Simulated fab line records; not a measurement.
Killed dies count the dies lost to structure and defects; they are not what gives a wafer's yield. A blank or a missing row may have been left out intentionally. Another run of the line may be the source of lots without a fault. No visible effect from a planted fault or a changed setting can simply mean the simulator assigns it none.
Check for tools in common -- flow sfq_line -- Sample size 14 lots and 42 wafers

## WHAT PROMPTED THE OPENING
Of 14 lots, 2 have the reading M0_NB_RS flagged at SFQ_M0_RS_MEAS_904. Wafers without a fault read 0.891 ohm/sq, standard deviation 0.011.
Rule: a lot is flagged in two cases, either no wafer of it has a number, or all its wafers with numbers fall more than 4 standard deviations from that mean. The rest of the lots are taken to be sound.

lot,measured,on,"M0_NB_RS (ohm/sq), wafer by wafer",flag
L691,day 5 03:57,film_metro-03,0.881 0.889 0.881,
L692,day 5 11:11,film_metro-02,0.910 0.910 0.900,
L693,day 5 14:46,film_metro-02,0.900 0.904 0.901,
L694,day 5 18:21,film_metro-04,0.906 0.916 0.917,
L695,day 6 01:34,film_metro-02,0.878 0.879 0.887,
L696,day 6 06:27,film_metro-02,0.888 0.880 0.888,
L697,day 6 13:38,film_metro-04,0.877 0.869 0.868,
L698,day 6 18:30,film_metro-04,0.897 0.880 0.886,
L701,day 7 17:16,film_metro-04,0.805 0.796 0.792,FLAGGED
L703,day 8 04:02,film_metro-04,0.787 0.801 0.790,FLAGGED
L711,day 10 22:19,film_metro-04,0.893 0.887 0.880,
L712,day 11 02:56,film_metro-04,0.894 0.882 0.888,
L713,day 11 06:43,film_metro-03,0.889 0.890 0.891,
L714,day 11 12:32,film_metro-02,0.904 0.897 0.903,
The numbers of the flagged lots are 0.795 ohm/sq on average: -0.096 ohm/sq against the usual, or -9 standard deviations.

## WHICH TOOL RAN EACH LOT
The record holds 1 process step before the reading, out of a route of 325 steps. Cell contents, in order: the tool; ch with the chambers the sampled wafers went through; the start.
lot,flag,SFQ_TRILAYER_M0_DEP_SPUTTER_019
L691,,"pvd_sputter-03, day 5 03:50"
L692,,"pvd_sputter-04, day 5 11:04"
L693,,"pvd_sputter-06, day 5 14:40"
L694,,"pvd_sputter-06, day 5 18:14"
L695,,"pvd_sputter-03, day 6 01:26"
L696,,"pvd_sputter-04, day 6 06:20"
L697,,"pvd_sputter-03, day 6 13:32"
L698,,"pvd_sputter-04, day 6 18:23"
L701,FLAGGED,"pvd_sputter-06, day 7 17:08"
L703,FLAGGED,"pvd_sputter-06, day 8 03:56"
L711,,"pvd_sputter-06, day 10 22:13"
L712,,"pvd_sputter-06, day 11 02:50"
L713,,"pvd_sputter-04, day 11 06:37"
L714,,"pvd_sputter-03, day 11 12:26"
What these steps do:
- SFQ_TRILAYER_M0_DEP_SPUTTER_019: material Nb, target thk 200 nm, time 133.3 s.
- SFQ_M0_RS_MEAS_904: measures by four-point-probe.

## FLAGGED OVER TOTAL, TOOL BY TOOL (the gauges that took the reading come last)
step,tool,lots run,flagged,share of the flagged lots,sound lots run after its first flagged lot
SFQ_TRILAYER_M0_DEP_SPUTTER_019,pvd_sputter-03,4,0,none,-
SFQ_TRILAYER_M0_DEP_SPUTTER_019,pvd_sputter-04,4,0,none,-
SFQ_TRILAYER_M0_DEP_SPUTTER_019,pvd_sputter-06,6,2,all,"2 (L711,L712)"
SFQ_M0_RS_MEAS_904,film_metro-02,5,0,none,-
SFQ_M0_RS_MEAS_904,film_metro-03,2,0,none,-
SFQ_M0_RS_MEAS_904,film_metro-04,7,2,all,"2 (L711,L712)"

## WHAT IS ALLOWED BY THE TABLE
Table rows that saw every flagged lot: 2, namely pvd_sputter-06 at SFQ_TRILAYER_M0_DEP_SPUTTER_019 and film_metro-04 at SFQ_M0_RS_MEAS_904.
- pvd_sputter-06 at SFQ_TRILAYER_M0_DEP_SPUTTER_019 ran 6 lots, 2 of them flagged. Sound lots followed the first flagged one (L711, L712) on it, something a lasting fault affecting the whole tool could not allow.
- film_metro-04 at SFQ_M0_RS_MEAS_904 ran 7 lots, 2 of them flagged. Sound lots followed the first flagged one (L711, L712) on it, something a lasting fault affecting the whole tool could not allow.
Not one row of the table ran every flagged lot while running no sound lot after the first.

## WHAT THE SIMULATOR HAD INSERTED
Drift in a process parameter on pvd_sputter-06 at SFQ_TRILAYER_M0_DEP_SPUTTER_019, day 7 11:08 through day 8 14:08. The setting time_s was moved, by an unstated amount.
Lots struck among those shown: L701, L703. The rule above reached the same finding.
